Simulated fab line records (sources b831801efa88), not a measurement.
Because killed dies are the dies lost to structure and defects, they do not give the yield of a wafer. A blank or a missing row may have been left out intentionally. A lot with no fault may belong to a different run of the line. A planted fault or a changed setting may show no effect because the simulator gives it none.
Which tool is to blame? :: flow sky130 :: Sampling: 14 lots, 42 wafers, 4 of 708 route steps

## WHAT EACH GAUGE READ, for each wafer
SKY_POLY_CUT_OVL_MEAS_09.
lot: L641
measured: day 25 06:18
on: overlay-01
POLY_CUT_OVL (nm): 0 -5 -12

lot: L640
measured: day 25 09:09
on: overlay-01
POLY_CUT_OVL (nm): 0 5 0

lot: L644
measured: day 25 19:08
on: overlay-01
POLY_CUT_OVL (nm): -3 0 -6

lot: L647
measured: day 26 20:57
on: overlay-01
POLY_CUT_OVL (nm): 6 11 6

lot: L649
measured: day 27 15:51
on: overlay-02
POLY_CUT_OVL (nm): 2 -7 -12

lot: L650
measured: day 28 01:39
on: overlay-01
POLY_CUT_OVL (nm): -8 -6 2

lot: L651
measured: day 28 02:30
on: overlay-02
POLY_CUT_OVL (nm): 3 -2 15

lot: L652
measured: day 28 14:29
on: overlay-01
POLY_CUT_OVL (nm): -6 5 -1

lot: L653
measured: day 29 03:18
on: overlay-01
POLY_CUT_OVL (nm): -1 4 4

lot: L655
measured: day 29 15:53
on: overlay-01
POLY_CUT_OVL (nm): -8 1 -10

lot: L656
measured: day 29 20:09
on: overlay-02
POLY_CUT_OVL (nm): 4 3 -2

lot: L661
measured: day 31 20:45
on: overlay-02
POLY_CUT_OVL (nm): -13 -12 -9

lot: L662
measured: day 31 21:41
on: overlay-01
POLY_CUT_OVL (nm): -6 5 -9

lot: L663
measured: day 32 06:53
on: overlay-01
POLY_CUT_OVL (nm): 11 -3 1

SKY_SD_P_TW_MEAS_11.
lot: L641
measured: day 26 12:48
on: film_metro-04
SD_P_TW: 2800 2784 2801

lot: L640
measured: day 26 14:36
on: film_metro-03
SD_P_TW: 2849 2834 2825

lot: L644
measured: day 26 23:44
on: film_metro-03
SD_P_TW: 2814 2814 2831

lot: L647
measured: day 28 01:50
on: film_metro-03
SD_P_TW: 2830 2861 2838

lot: L649
measured: day 28 20:31
on: film_metro-03
SD_P_TW: 2853 2855 2852

lot: L650
measured: day 29 06:57
on: film_metro-03
SD_P_TW: 2847 2851 2840

lot: L651
measured: day 29 07:43
on: film_metro-03
SD_P_TW: 2834 2845 2832

lot: L652
measured: day 29 20:05
on: film_metro-03
SD_P_TW: 2841 2821 2851

lot: L653
measured: day 30 07:46
on: film_metro-02
SD_P_TW: 2810 2804 2798

lot: L655
measured: day 30 20:23
on: film_metro-02
SD_P_TW: 2820 2829 2805

lot: L656
measured: day 31 00:29
on: film_metro-02
SD_P_TW: 2827 2836 2825

lot: L661
measured: day 32 23:59
on: film_metro-04
SD_P_TW: 2808 2769 2771

lot: L662
measured: day 33 01:05
on: film_metro-03
SD_P_TW: 2879 2870 2876

lot: L663
measured: day 33 09:45
on: film_metro-03
SD_P_TW: 2876 2869 2876

SKY_SD_N_RS_MEAS_17: measurement is done with a four-point probe.
lot: L641
measured: day 28 23:01
on: film_metro-04
SD_P_RS (ohm/sq): 147.0 147.2 146.8

lot: L640
measured: day 29 00:45
on: film_metro-03
SD_P_RS (ohm/sq): 146.9 147.0 146.9

lot: L644
measured: day 29 09:23
on: film_metro-02
SD_P_RS (ohm/sq): 146.6 146.6 146.6

lot: L647
measured: day 30 12:41
on: film_metro-02
SD_P_RS (ohm/sq): 146.5 147.1 146.6

lot: L649
measured: day 31 05:17
on: film_metro-03
SD_P_RS (ohm/sq): 147.8 147.5 147.4

lot: L650
measured: day 31 15:53
on: film_metro-03
SD_P_RS (ohm/sq): 147.5 147.7 147.3

lot: L651
measured: day 31 16:22
on: film_metro-02
SD_P_RS (ohm/sq): 147.1 146.8 146.9

lot: L652
measured: day 32 03:39
on: film_metro-04
SD_P_RS (ohm/sq): 147.8 147.6 147.0

lot: L653
measured: day 32 14:48
on: film_metro-03
SD_P_RS (ohm/sq): 147.1 147.4 147.7

lot: L655
measured: day 33 02:53
on: film_metro-03
SD_P_RS (ohm/sq): 147.1 147.5 147.3

lot: L656
measured: day 33 05:41
on: film_metro-02
SD_P_RS (ohm/sq): 147.7 147.7 147.4

lot: L661
measured: day 35 06:05
on: film_metro-04
SD_P_RS (ohm/sq): 147.3 147.8 147.0

lot: L662
measured: day 35 06:47
on: film_metro-04
SD_P_RS (ohm/sq): 147.2 147.3 147.3

lot: L663
measured: day 35 14:41
on: film_metro-04
SD_P_RS (ohm/sq): 146.7 146.7 146.8

## TOOL THAT RAN EACH LOT (tool first, then ch and the chambers of the sampled wafers, then the start)
lot: L641
SKY_SD_N_RTA_14: rtp_anneal-02 ch 0, day 28 22:44

lot: L640
SKY_SD_N_RTA_14: rtp_anneal-01 ch 0, day 29 00:26

lot: L644
SKY_SD_N_RTA_14: rtp_anneal-01 ch 0, day 29 09:05

lot: L647
SKY_SD_N_RTA_14: rtp_anneal-02 ch 0, day 30 12:23

lot: L649
SKY_SD_N_RTA_14: rtp_anneal-02 ch 0, day 31 04:58

lot: L650
SKY_SD_N_RTA_14: rtp_anneal-01 ch 0, day 31 15:35

lot: L651
SKY_SD_N_RTA_14: rtp_anneal-02 ch 0, day 31 16:03

lot: L652
SKY_SD_N_RTA_14: rtp_anneal-01 ch 0, day 32 03:21

lot: L653
SKY_SD_N_RTA_14: rtp_anneal-02 ch 0, day 32 14:29

lot: L655
SKY_SD_N_RTA_14: rtp_anneal-02 ch 0, day 33 02:35

lot: L656
SKY_SD_N_RTA_14: rtp_anneal-01 ch 0, day 33 05:23

lot: L661
SKY_SD_N_RTA_14: rtp_anneal-01 ch 0, day 35 05:46

lot: L662
SKY_SD_N_RTA_14: rtp_anneal-01 ch 0, day 35 06:29

lot: L663
SKY_SD_N_RTA_14: rtp_anneal-02 ch 0, day 35 14:23
- SKY_SD_N_RTA_14: time 2 s.

## WHAT THE TOOLS THEMSELVES READ (means of the sampled wafers that have a number; where no wafer has one, the mark that the record gives instead)
SKY_SD_N_RTA_14.
lot: L641
tool: rtp_anneal-02
chamber_o2_ppm: 2.043
lamp_power_pct (%): 15.76
ramp_up_c_per_s: 150.01
wafer_temp_C_max: 1079.5

lot: L640
tool: rtp_anneal-01
chamber_o2_ppm: 1.999
lamp_power_pct (%): 15.75
ramp_up_c_per_s: 150.00
wafer_temp_C_max: 1078.5

lot: L644
tool: rtp_anneal-01
chamber_o2_ppm: 1.988
lamp_power_pct (%): 15.74
ramp_up_c_per_s: 150.01
wafer_temp_C_max: 1078.4

lot: L647
tool: rtp_anneal-02
chamber_o2_ppm: 1.988
lamp_power_pct (%): 15.80
ramp_up_c_per_s: 150.03
wafer_temp_C_max: 1078.7

lot: L649
tool: rtp_anneal-02
chamber_o2_ppm: 1.997
lamp_power_pct (%): 15.70
ramp_up_c_per_s: 150.01
wafer_temp_C_max: 1077.8

lot: L650
tool: rtp_anneal-01
chamber_o2_ppm: 2.005
lamp_power_pct (%): 15.72
ramp_up_c_per_s: 150.03
wafer_temp_C_max: 1078.6

lot: L651
tool: rtp_anneal-02
chamber_o2_ppm: 1.958
lamp_power_pct (%): 15.74
ramp_up_c_per_s: 149.99
wafer_temp_C_max: 1076.7

lot: L652
tool: rtp_anneal-01
chamber_o2_ppm: 1.982
lamp_power_pct (%): 15.73
ramp_up_c_per_s: 150.01
wafer_temp_C_max: 1077.5

lot: L653
tool: rtp_anneal-02
chamber_o2_ppm: 2.020
lamp_power_pct (%): 15.75
ramp_up_c_per_s: 44.97
wafer_temp_C_max: 1078.3

lot: L655
tool: rtp_anneal-02
chamber_o2_ppm: 1.994
lamp_power_pct (%): 15.74
ramp_up_c_per_s: 44.98
wafer_temp_C_max: 1078.5

lot: L656
tool: rtp_anneal-01
chamber_o2_ppm: 2.001
lamp_power_pct (%): 15.72
ramp_up_c_per_s: 150.01
wafer_temp_C_max: 1079.7

lot: L661
tool: rtp_anneal-01
chamber_o2_ppm: 1.998
lamp_power_pct (%): 15.73
ramp_up_c_per_s: 150.00
wafer_temp_C_max: 1078.0

lot: L662
tool: rtp_anneal-01
chamber_o2_ppm: 1.993
lamp_power_pct (%): 15.76
ramp_up_c_per_s: 149.98
wafer_temp_C_max: 1075.8

lot: L663
tool: rtp_anneal-02
chamber_o2_ppm: 2.009
lamp_power_pct (%): 15.68
ramp_up_c_per_s: 150.01
wafer_temp_C_max: 1078.0

## THE ANSWER, worked out from the rows above alone
Rule: the lots themselves supply what counts as usual. Put in order of their means at a reading, lots are off if they are a third of the lots or fewer, leave a main group of 4 or more, and stand apart from it by a gap of 3 or more times the standard deviation of the main group's means; of several such gaps the widest counts. Not used: any main group whose means are identical at the precision the tables above print for the reading. A lot without any number at a reading at which 4 lots or more have one is off too. All remaining lots with rows at the step are treated as sound. First the gauges in route order, then the tools' own readings, where a lot's mean is used as printed above. The first step at which some lot is off is used, and at that step the reading that is off furthest; a lot without a number counts as furthest.
Off, at SKY_SD_N_RTA_14 on ramp_up_c_per_s: L653, L655. Main group: mean 150.01, sd 0.014.
A tool fits if, at that step or a process step before it, it ran every lot that is off, and no sound lot after the first of them. No candidate that was tried fits.

## WHAT THE SIMULATOR HAD INSERTED
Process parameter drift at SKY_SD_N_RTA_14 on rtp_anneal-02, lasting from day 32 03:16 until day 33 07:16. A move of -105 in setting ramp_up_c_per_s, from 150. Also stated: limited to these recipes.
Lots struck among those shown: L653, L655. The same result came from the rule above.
